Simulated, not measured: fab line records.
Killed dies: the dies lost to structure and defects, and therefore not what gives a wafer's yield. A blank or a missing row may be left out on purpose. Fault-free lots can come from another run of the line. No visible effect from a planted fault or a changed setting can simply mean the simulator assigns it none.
fab line records -- flow gf180mcu
[record] lots = 14, wafers = 42, last_day = 34
route steps=602 shown POLY_GATE@165 V2@396 M3@411
lots untouched by any fault: they come from a run of this same line in which no faults occurred
start_h: start of the lot's first displayed wafer, in hours after the record's first day -- wait_h: time in hours since the lot's previous step -- " identical to the entry in the row above -- L1.1+2: a single row standing in for several wafers -- - either no value or no given start -- * or withheld: withheld -- < > ~ a bound
route shown NAME@n: names a module that has steps shown in the file, with the first one's number in the route -- usual: the fault-free wafers' mean and standard deviation -- same: alike in all rows -- chamber/n: place in a boat -- sites: per-site readings -- _std_site: the values' standard deviation -- _edge_site: mean of outer sites minus mean of inner sites -- radius_mm: for every site, how far away it sits from the centre of the wafer -- mask NAME#n: copy n -- behind: tool/chamber where the wafer was last shaped -- hold: why the lot went on hold/how many hours it stayed there/how the hold came to an end -- device: which transistor (n, p or np) failed to switch -- end of line: at the end of the route, the tests of the same wafers -- a step with no rows: only its recipe -- killed: at the first sort, the dies lost to defects and structure; wafer yield is something else -- map: a wafer's dies, x killed, . not, _ none there
set.NAME: the setting the step ran with; set.NAME@STEP: the setting that earlier step ran with -- model.NAME: the simulator's own value behind a step, which no gauge read
route steps across a sampled set of lots; one table per step, one row per wafer
services: from which hour (start_h, from the record's first day; less than 0 if before it) a tool's chamber was out of use, for how many hours, and why
[[steps]]
[step GF_POLY_GATE_PEB_08]
[recipe] peb_temp_c = 135, peb_time_s = 90, resist = KrF
[usual] resist_line_temp_C = 22.99/0.11
lot.wafer,tool,chamber,start_h,wait_h,resist_line_temp_C
L780.2,litho_track-01,0,203.27,-,23.00
L780.3,litho_track-01,0,203.27,-,23.01
L780.4,litho_track-01,0,203.27,-,22.98
L781.1,litho_track-04,0,212.17,-,23.08
L781.5,litho_track-04,0,212.17,-,22.89
L781.6,litho_track-04,0,212.17,-,23.09
L783.2,litho_track-01,0,225.62,-,22.98
L783.4,litho_track-01,0,225.62,-,22.87
L783.6,litho_track-01,0,225.62,-,23.02
L785.3,litho_track-02,0,239.19,-,23.02
L785.4,litho_track-02,0,239.19,-,23.06
L785.5,litho_track-02,0,239.19,-,23.11
L786.3,litho_track-04,0,248.78,-,23.13
L786.5,litho_track-04,0,248.78,-,22.90
L786.6,litho_track-04,0,248.78,-,22.98
L787.2,litho_track-01,0,255.67,-,22.91
L787.3,litho_track-01,0,255.67,-,22.80
L787.5,litho_track-01,0,255.67,-,22.78
L788.2,litho_track-02,0,265.31,-,22.94
L788.3,litho_track-02,0,265.31,-,22.96
L788.6,litho_track-02,0,265.31,-,22.87
L789.3,litho_track-01,0,271.90,-,23.07
L789.5,litho_track-01,0,271.90,-,22.84
L789.6,litho_track-01,0,271.90,-,23.15
L791.1,litho_track-04,0,289.26,-,23.06
L791.5,litho_track-04,0,289.26,-,23.02
L791.6,litho_track-04,0,289.26,-,22.88
L792.1,litho_track-02,0,292.67,-,23.14
L792.5,litho_track-02,0,292.67,-,23.06
L792.6,litho_track-02,0,292.67,-,23.12
L793.3,litho_track-04,0,297.73,-,22.88
L793.4,litho_track-04,0,297.73,-,22.87
L793.6,litho_track-04,0,297.73,-,22.69
L799.2,litho_track-02,0,341.00,-,23.09
L799.5,litho_track-02,0,341.00,-,23.04
L799.6,litho_track-02,0,341.00,-,22.96
L800.2,litho_track-02,0,350.35,-,23.12
L800.5,litho_track-02,0,350.35,-,22.89
L800.6,litho_track-02,0,350.35,-,23.07
L802.1,litho_track-01,0,366.03,-,22.97
L802.4,litho_track-01,0,366.03,-,22.85
L802.5,litho_track-01,0,366.03,-,22.98
[step GF_POLY_GATE_CD_MEAS_10]
[recipe] target_cd_nm = 280
[usual] cd_nm = 279.9/1.3
lot.wafer,tool,chamber,start_h,wait_h,cd_nm
L780.2,cd_sem-02,-,203.60,0.1,281.9
L780.3,cd_sem-02,-,203.60,0.1,280.1
L780.4,cd_sem-02,-,203.60,0.1,280.3
L781.1,cd_sem-02,-,212.52,0.1,280.5
L781.5,cd_sem-02,-,212.52,0.1,279.6
L781.6,cd_sem-02,-,212.52,0.1,278.9
L783.2,cd_sem-02,-,225.95,0.1,279.2
L783.4,cd_sem-02,-,225.95,0.1,280.6
L783.6,cd_sem-02,-,225.95,0.1,280.7
L785.3,cd_sem-01,-,239.51,0.1,280.6
L785.4,cd_sem-01,-,239.51,0.1,279.7
L785.5,cd_sem-01,-,239.51,0.1,281.1
L786.3,cd_sem-01,-,249.21,0.2,279.4
L786.5,cd_sem-01,-,249.21,0.2,278.5
L786.6,cd_sem-01,-,249.21,0.2,278.3
L787.2,cd_sem-01,-,256.00,0.1,282.2
L787.3,cd_sem-01,-,256.00,0.1,281.3
L787.5,cd_sem-01,-,256.00,0.1,282.3
L788.2,cd_sem-01,-,265.64,0.1,280.7
L788.3,cd_sem-01,-,265.64,0.1,282.7
L788.6,cd_sem-01,-,265.64,0.1,280.5
L789.3,cd_sem-01,-,272.22,0.1,280.6
L789.5,cd_sem-01,-,272.22,0.1,280.6
L789.6,cd_sem-01,-,272.22,0.1,281.1
L791.1,cd_sem-01,-,289.61,0.1,273.5
L791.5,cd_sem-01,-,289.61,0.1,273.1
L791.6,cd_sem-01,-,289.61,0.1,273.4
L792.1,cd_sem-01,-,293.02,0.1,281.8
L792.5,cd_sem-01,-,293.02,0.1,281.5
L792.6,cd_sem-01,-,293.02,0.1,281.1
L793.3,cd_sem-01,-,298.05,0.1,273.5
L793.4,cd_sem-01,-,298.05,0.1,273.5
L793.6,cd_sem-01,-,298.05,0.1,272.7
L799.2,cd_sem-01,-,341.34,0.1,278.7
L799.5,cd_sem-01,-,341.34,0.1,276.1
L799.6,cd_sem-01,-,341.34,0.1,276.8
L800.2,cd_sem-01,-,350.69,0.1,280.2
L800.5,cd_sem-01,-,350.69,0.1,280.2
L800.6,cd_sem-01,-,350.69,0.1,280.4
L802.1,cd_sem-02,-,366.38,0.1,279.5
L802.4,cd_sem-02,-,366.38,0.1,278.6
L802.5,cd_sem-02,-,366.38,0.1,277.4
[step GF_V2_CD_MEAS_14]
[recipe] target_cd_nm = 260
[usual] cd_nm = 259.8/1.3
lot.wafer,tool,chamber,start_h,wait_h,cd_nm
L780.2,cd_sem-01,-,468.89,0.1,259.6
L780.3,cd_sem-01,-,468.89,0.1,258.4
L780.4,cd_sem-01,-,468.89,0.1,258.9
L781.1,cd_sem-01,-,479.87,0.1,258.6
L781.5,cd_sem-01,-,479.87,0.1,258.5
L781.6,cd_sem-01,-,479.87,0.1,259.3
L783.2,cd_sem-02,-,497.87,0.1,261.2
L783.4,cd_sem-02,-,497.87,0.1,261.5
L783.6,cd_sem-02,-,497.87,0.1,261.3
L785.3,cd_sem-02,-,520.32,0.1,260.2
L785.4,cd_sem-02,-,520.32,0.1,260.8
L785.5,cd_sem-02,-,520.32,0.1,259.9
L786.3,cd_sem-02,-,528.82,0.1,260.3
L786.5,cd_sem-02,-,528.82,0.1,260.0
L786.6,cd_sem-02,-,528.82,0.1,260.1
L787.2,cd_sem-02,-,535.14,0.1,259.2
L787.3,cd_sem-02,-,535.14,0.1,259.3
L787.5,cd_sem-02,-,535.14,0.1,259.2
L788.2,cd_sem-02,-,550.72,0.1,260.6
L788.3,cd_sem-02,-,550.72,0.1,260.1
L788.6,cd_sem-02,-,550.72,0.1,260.5
L789.3,cd_sem-01,-,559.57,0.1,262.3
L789.5,cd_sem-01,-,559.57,0.1,260.1
L789.6,cd_sem-01,-,559.57,0.1,260.8
L791.1,cd_sem-02,-,572.78,0.1,257.1
L791.5,cd_sem-02,-,572.78,0.1,256.6
L791.6,cd_sem-02,-,572.78,0.1,256.7
L792.1,cd_sem-02,-,584.68,0.1,260.6
L792.5,cd_sem-02,-,584.68,0.1,260.1
L792.6,cd_sem-02,-,584.68,0.1,260.6
L793.3,cd_sem-01,-,585.43,0.1,261.9
L793.4,cd_sem-01,-,585.43,0.1,260.2
L793.6,cd_sem-01,-,585.43,0.1,261.8
L799.2,cd_sem-01,-,627.26,0.1,261.7
L799.5,cd_sem-01,-,627.26,0.1,262.5
L799.6,cd_sem-01,-,627.26,0.1,261.9
L800.2,cd_sem-01,-,638.44,0.1,260.0
L800.5,cd_sem-01,-,638.44,0.1,260.7
L800.6,cd_sem-01,-,638.44,0.1,259.8
L802.1,cd_sem-01,-,650.37,0.1,260.0
L802.4,cd_sem-01,-,650.37,0.1,258.9
L802.5,cd_sem-01,-,650.37,0.1,259.6
[step GF_V2_SPUTTER_21]
[recipe] material = Ti, target_thk_nm = 15, chamber_pressure_pa = 5, power_w = 2500, substrate_temp_c = 200, time_s = 80.02
[usual] throttle_valve_pct = 30.6/0.75
[same] time_s = 80.02
lot.wafer,tool,chamber,start_h,wait_h,throttle_valve_pct
L780.2,pvd_sputter-04,-,469.69,0.0,31.0
L780.3,pvd_sputter-04,-,469.69,0.0,30.6
L780.4,pvd_sputter-04,-,469.69,0.0,30.5
L781.1,pvd_sputter-02,-,480.69,0.0,28.7
L781.5,pvd_sputter-02,-,480.69,0.0,29.8
L781.6,pvd_sputter-02,-,480.69,0.0,30.4
L783.2,pvd_sputter-04,-,498.66,0.0,30.8
L783.4,pvd_sputter-04,-,498.66,0.0,30.8
L783.6,pvd_sputter-04,-,498.66,0.0,30.8
L785.3,pvd_sputter-01,-,521.13,0.0,32.5
L785.4,pvd_sputter-01,-,521.13,0.0,31.1
L785.5,pvd_sputter-01,-,521.13,0.0,30.1
L786.3,pvd_sputter-04,-,529.64,0.0,30.9
L786.5,pvd_sputter-04,-,529.64,0.0,31.5
L786.6,pvd_sputter-04,-,529.64,0.0,30.7
L787.2,pvd_sputter-01,-,535.98,0.0,30.6
L787.3,pvd_sputter-01,-,535.98,0.0,30.4
L787.5,pvd_sputter-01,-,535.98,0.0,30.8
L788.2,pvd_sputter-01,-,551.51,0.0,32.3
L788.3,pvd_sputter-01,-,551.51,0.0,30.8
L788.6,pvd_sputter-01,-,551.51,0.0,32.7
L789.3,pvd_sputter-04,-,560.41,0.0,30.9
L789.5,pvd_sputter-04,-,560.41,0.0,31.1
L789.6,pvd_sputter-04,-,560.41,0.0,30.4
L791.1,pvd_sputter-02,-,573.63,0.0,31.1
L791.5,pvd_sputter-02,-,573.63,0.0,30.7
L791.6,pvd_sputter-02,-,573.63,0.0,29.8
L792.1,pvd_sputter-02,-,585.54,0.0,30.6
L792.5,pvd_sputter-02,-,585.54,0.0,30.1
L792.6,pvd_sputter-02,-,585.54,0.0,28.6
L793.3,pvd_sputter-04,-,586.25,0.0,30.9
L793.4,pvd_sputter-04,-,586.25,0.0,30.6
L793.6,pvd_sputter-04,-,586.25,0.0,30.4
L799.2,pvd_sputter-02,-,628.13,0.0,30.9
L799.5,pvd_sputter-02,-,628.13,0.0,30.0
L799.6,pvd_sputter-02,-,628.13,0.0,30.1
L800.2,pvd_sputter-01,-,639.27,0.0,30.7
L800.5,pvd_sputter-01,-,639.27,0.0,30.6
L800.6,pvd_sputter-01,-,639.27,0.0,30.3
L802.1,pvd_sputter-04,-,651.18,0.0,30.9
L802.4,pvd_sputter-04,-,651.18,0.0,31.3
L802.5,pvd_sputter-04,-,651.18,0.0,30.6
[step GF_M3_SPUTTER_02]
[recipe] material = AlCu, target_thk_nm = 450, power_w = 10600, time_s = 23.9, chamber_pressure_pa = 0.4
[usual] throttle_valve_pct = 30.6/1.1
[same] time_s = 23.9
lot.wafer,tool,chamber,start_h,wait_h,throttle_valve_pct
L780.2,pvd_sputter-03,-,470.51,0.0,29.1
L780.3,pvd_sputter-03,-,470.51,0.0,31.6
L780.4,pvd_sputter-03,-,470.51,0.0,29.2
L781.1,pvd_sputter-01,-,481.52,0.0,30.3
L781.5,pvd_sputter-01,-,481.52,0.0,30.5
L781.6,pvd_sputter-01,-,481.52,0.0,30.8
L783.2,pvd_sputter-03,-,499.60,0.0,29.3
L783.4,pvd_sputter-03,-,499.60,0.0,29.2
L783.6,pvd_sputter-03,-,499.60,0.0,30.8
L785.3,pvd_sputter-01,-,521.95,0.0,32.4
L785.4,pvd_sputter-01,-,521.95,0.0,30.8
L785.5,pvd_sputter-01,-,521.95,0.0,32.6
L786.3,pvd_sputter-01,-,530.46,0.0,32.6
L786.5,pvd_sputter-01,-,530.46,0.0,32.9
L786.6,pvd_sputter-01,-,530.46,0.0,30.6
L787.2,pvd_sputter-02,-,536.80,0.0,28.7
L787.3,pvd_sputter-02,-,536.80,0.0,29.9
L787.5,pvd_sputter-02,-,536.80,0.0,28.8
L788.2,pvd_sputter-03,-,552.34,0.0,29.4
L788.3,pvd_sputter-03,-,552.34,0.0,29.1
L788.6,pvd_sputter-03,-,552.34,0.0,31.5
L789.3,pvd_sputter-03,-,561.44,0.0,29.2
L789.5,pvd_sputter-03,-,561.44,0.0,31.5
L789.6,pvd_sputter-03,-,561.44,0.0,29.2
L791.1,pvd_sputter-01,-,574.45,0.0,30.8
L791.5,pvd_sputter-01,-,574.45,0.0,31.0
L791.6,pvd_sputter-01,-,574.45,0.0,30.3
L792.1,pvd_sputter-03,-,586.36,0.0,31.4
L792.5,pvd_sputter-03,-,586.36,0.0,29.4
L792.6,pvd_sputter-03,-,586.36,0.0,29.3
L793.3,pvd_sputter-02,-,587.08,0.0,28.7
L793.4,pvd_sputter-02,-,587.08,0.0,30.4
L793.6,pvd_sputter-02,-,587.08,0.0,30.4
L799.2,pvd_sputter-01,-,628.98,0.0,30.6
L799.5,pvd_sputter-01,-,628.98,0.0,30.5
L799.6,pvd_sputter-01,-,628.98,0.0,30.7
L800.2,pvd_sputter-02,-,640.10,0.0,29.9
L800.5,pvd_sputter-02,-,640.10,0.0,30.4
L800.6,pvd_sputter-02,-,640.10,0.0,30.8
L802.1,pvd_sputter-01,-,652.01,0.0,32.6
L802.4,pvd_sputter-01,-,652.01,0.0,30.9
L802.5,pvd_sputter-01,-,652.01,0.0,30.3
[[services]]
tool,chamber,start_h,hours,kind
pvd_sputter-02,-,183.85,2.5,repair
pvd_sputter-04,-,189.48,1.8,repair
pvd_sputter-02,-,226.30,1.7,repair
pvd_sputter-02,-,231.06,1.9,repair
pvd_sputter-01,1,238.97,-,consumable_replace:kit
pvd_sputter-01,1,238.97,18.0,scheduled_down
pvd_sputter-01,1,238.97,18.0,vent_cycle
pvd_sputter-04,-,327.14,3.1,repair
pvd_sputter-02,-,334.73,5.2,repair
pvd_sputter-03,-,335.97,15.3,repair
pvd_sputter-01,0,372.08,-,consumable_replace:kit
pvd_sputter-01,0,372.08,18.0,scheduled_down
pvd_sputter-01,0,372.08,18.0,vent_cycle
pvd_sputter-03,-,424.45,2.2,repair
pvd_sputter-01,-,491.50,10.0,repair
pvd_sputter-03,-,546.01,3.2,repair
pvd_sputter-02,2,551.69,-,consumable_replace:kit
pvd_sputter-02,2,551.69,18.0,scheduled_down
pvd_sputter-03,-,574.42,1.6,repair
pvd_sputter-01,3,589.88,-,consumable_replace:kit
pvd_sputter-01,3,589.88,18.0,scheduled_down
pvd_sputter-01,3,589.88,18.0,vent_cycle
pvd_sputter-03,-,594.66,24.6,repair
pvd_sputter-02,-,647.36,2.6,repair
[[key]]
[first_sign] step = GF_POLY_GATE_CD_MEAS_10, reading = cd_nm, direction = down, sigmas = 5.2, usual = 279.9, struck = 273.3
effect none on later readings
met_at GF_POLY_GATE_PEB_08
struck_lots L791,L793
tester_left_out L791,L793
not_acting_at GF_V2_CD_MEAS_14,GF_V2_SPUTTER_21,GF_M3_SPUTTER_02
onset_between 248.78 289.26
[fault] kind = process_parameter_drift, tool = litho_track-04, chamber = -, onset_h = 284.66, steps = GF_POLY_GATE_PEB_08, channel = peb_time_s, offset = *, shape = step, end_h = 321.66, acts_in = *, stated = *
// tester_left_out: of these lots the tester's yield and bins aren't shown, on N5 and GAA mostly nor the transistor test; their killed dies are dies lost to structure and defects alone, not to doping, threshold or leakage, so they don't give the yield
